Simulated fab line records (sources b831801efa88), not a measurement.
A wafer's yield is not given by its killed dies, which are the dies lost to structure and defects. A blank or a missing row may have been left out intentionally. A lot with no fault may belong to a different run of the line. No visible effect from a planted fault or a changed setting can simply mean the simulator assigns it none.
Struck lot and sound lot, side by side :: flow sfqLine :: 13 steps out of a route of 325
Sound: the wafers L108.3, L108.5, L108.6. Wafers struck: L100.1, L100.2, L100.3. At the end, the cause is stated.
For every step that has rows: the tool of each side, followed by ch and its chambers, followed by its first start. Under that, the readings that differ: sound wafers :: struck wafers :: difference of the means :: sigmas: that difference in standard deviations of wafers without a fault.
alike: readings whose means differ by less than 2 such deviations, and words and numbers that are the same on both sides. not compared: withheld readings, readings that some wafer has no value for, bounds like >300 that may hide the same value, and numbers for which the record gives no deviation and whose values overlap.
Wherever a step has rows on one side only, a row that says differs or no value, or a row with sigmas, the two part there. Numbers that have no deviation but don't overlap get no sigmas and don't part them. A reading missing from all wafers of one side parts the sides only when that side holds two or more wafers.

first, 6 steps without rows for these wafers: SFQ_TRILAYER_M2_LITHO_COAT_062 (resist thk 62 nm); SFQ_TRILAYER_M2_LITHO_COAT_057 (resist thk 600 nm); SFQ_TRILAYER_M2_LITHO_SOFTBAKE_061; SFQ_TRILAYER_M2_LITHO_EXPOSE_058 (exposes mask M2, target cd 500 nm); SFQ_TRILAYER_M2_LITHO_PEB_060 (peb time 60 s); SFQ_TRILAYER_M2_LITHO_DEVELOP_059 (time 60 s).
SFQ_M2_OVL_MEAS_916:
  sound on overlay-02, day 43 07:15; struck on overlay-02, day 40 18:59
  alike: M2_OVL
SFQ_TRILAYER_M2_BARC_OPEN_METAL_ETCH_077: etches BARC in O2, target depth 125 nm, time 41.7 s.
  sound on rieMetal-04 ch 0,1, day 43 07:17; struck on rieMetal-02 ch 0,1, day 40 19:01
  alike: drypumpMotorCurrentA, oesProductAu
  not compared: rfHoursCounterH
SFQ_TRILAYER_M2_ETCH_METAL_ETCH_060: etches Nb in Cl2/Ar, stops on SiO2, target depth 240 nm, time 120 s.
  sound on rieMetal-04 ch 0,1, day 43 07:23; struck on rieMetal-02 ch 0,1, day 40 19:05
  alike: drypumpMotorCurrentA, oesProductAu
  not compared: rfHoursCounterH
SFQ_TRILAYER_M2_STRIP_STRIP_061: strips in O2.
  sound on rieMetal-04 ch 0,1, day 43 07:40; struck on rieMetal-02 ch 0,1, day 40 19:13
  alike: drypumpMotorCurrentA, oesProductAu
  not compared: rfHoursCounterH
then, 1 step without rows for these wafers: SFQ_TRILAYER_M2_STRIP_SOLV_CLEAN_062 (cleans in NMP, time 600 s).
SFQ_TRILAYER_I2_DEP_PECVD_063: deposits SiO2 from SiH4/N2O, time 111.11 s, target thk 500 nm.
  sound on pecvd-02 ch 0,1,2, day 43 08:14; struck on pecvd-03 ch 0,1,2, day 40 19:59
reading: rfFwdPowerW (W)
sound: 182.5 181.9 182.1
struck: 211.5 211.6 212.0
difference: +29.5
sigmas: +55

reading: model.SiO2_of_TRILAYER_I2_DEP_PECVD_063.thkNm (nm)
sound: 496 515.5 503.5
struck: 524 527.5 525.6
difference: +21
sigmas: 
  alike: heaterPowerW, throttleValvePct
SFQ_TRILAYER_I2_CMP_CMP_064: polishes SiO2.
  sound on cmp-01 ch 1,2,3, day 43 09:19; struck on cmp-01 ch 0,1,2, day 40 20:04
  alike: motorCurrentA, timeToEndpointS

== WHERE THEY PART ==
Only at SFQ_TRILAYER_I2_DEP_PECVD_063, as far as this record shows. Later steps at which nothing parts them and some readings are alike: SFQ_TRILAYER_I2_CMP_CMP_064.

WHY: whatever the simulator had introduced
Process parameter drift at SFQ_TRILAYER_I2_DEP_PECVD_063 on pecvd-03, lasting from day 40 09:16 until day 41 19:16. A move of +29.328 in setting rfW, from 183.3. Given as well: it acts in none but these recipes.
